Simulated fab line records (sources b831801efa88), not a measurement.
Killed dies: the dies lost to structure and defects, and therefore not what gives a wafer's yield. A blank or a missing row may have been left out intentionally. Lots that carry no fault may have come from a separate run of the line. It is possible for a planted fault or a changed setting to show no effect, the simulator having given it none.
Lot-split experiment | flow sfqLine | 5 lots, 23 wafers read, on a route of 325 steps

== SPLIT DETAILS ==
At SFQ_TRILAYER_INCOMING_OXIDATION_002 (target thk 500 nm, ox time 4939 s), the setting tempC was moved away from the recipe's 1000 C on 20 of the 23 wafers read, by -3.0% to +2.8%. All remaining wafers had this setting at the recipe value.

The split's own step is where the reading is taken.

== THE READING ==
SiO2_of_TRILAYER_INCOMING_OXIDATION_002.thkNm (the simulator's own value, which no gauge read), in nm, at SFQ_TRILAYER_INCOMING_OXIDATION_002 (target thk 500 nm, ox time 4939 s). There is no usual value for it anywhere in the file. Across the 3 wafers here that went through the recipe, the average is 503.2 nm and the standard deviation 2.4 nm.

wafer  | tool, chamber at the split | tempC as run, C | against the recipe | SiO2_of_TRILAYER_INCOMING_OXIDATION_002.thkNm, nm | against lot-mates on the recipe
L074.1 | furnace-01, 0              | 1000            | recipe             | 501.7                                             | -
L074.3 | furnace-01, 0              | 1000            | recipe             | 506.6                                             | -
L074.4 | furnace-01, 0              | 1000            | recipe             | 501.2                                             | -
L077.1 | -, -                       | 1008            | +0.8%              | 512.9                                             | no lot-mate on the recipe
L077.2 | -, -                       | 1008            | +0.8%              | 513.7                                             | no lot-mate on the recipe
L077.3 | -, -                       | 1008            | +0.8%              | 514.5                                             | no lot-mate on the recipe
L077.5 | -, -                       | 1008            | +0.8%              | 504.5                                             | no lot-mate on the recipe
L077.6 | -, -                       | 1008            | +0.8%              | 513.1                                             | no lot-mate on the recipe
L079.1 | -, -                       | 1028            | +2.8%              | 614.5                                             | no lot-mate on the recipe
L079.2 | -, -                       | 1028            | +2.8%              | 616.4                                             | no lot-mate on the recipe
L079.4 | -, -                       | 1028            | +2.8%              | 607.8                                             | no lot-mate on the recipe
L079.5 | -, -                       | 1028            | +2.8%              | 608.9                                             | no lot-mate on the recipe
L079.6 | -, -                       | 1028            | +2.8%              | 614.4                                             | no lot-mate on the recipe
L080.1 | -, -                       | 970.1           | -3.0%              | 403.8                                             | no lot-mate on the recipe
L080.2 | -, -                       | 970.1           | -3.0%              | 403.6                                             | no lot-mate on the recipe
L080.4 | -, -                       | 970.1           | -3.0%              | 400.2                                             | no lot-mate on the recipe
L080.5 | -, -                       | 970.1           | -3.0%              | 403.3                                             | no lot-mate on the recipe
L080.6 | -, -                       | 970.1           | -3.0%              | 410.2                                             | no lot-mate on the recipe
L083.1 | -, -                       | 992.5           | -0.7%              | 484.5                                             | no lot-mate on the recipe
L083.2 | -, -                       | 992.5           | -0.7%              | 488.2                                             | no lot-mate on the recipe
L083.3 | -, -                       | 992.5           | -0.7%              | 490.7                                             | no lot-mate on the recipe
L083.4 | -, -                       | 992.5           | -0.7%              | 486.7                                             | no lot-mate on the recipe
L083.6 | -, -                       | 992.5           | -0.7%              | 491.4                                             | no lot-mate on the recipe

FIT RESULTS
A straight line over all 23 wafers: SiO2_of_TRILAYER_INCOMING_OXIDATION_002.thkNm changes by +34.5 nm for each +1% of tempC; r = +0.98; the points scatter about the line by 13 nm.
Too few moved wafers have a lot-mate on the recipe to fit a line with each lot's own level taken away.

== THE FILE'S OWN FIT ==
SiO2_of_TRILAYER_INCOMING_OXIDATION_002.thkNm changes by +34.5 nm for each +1% of tempC, r = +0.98.
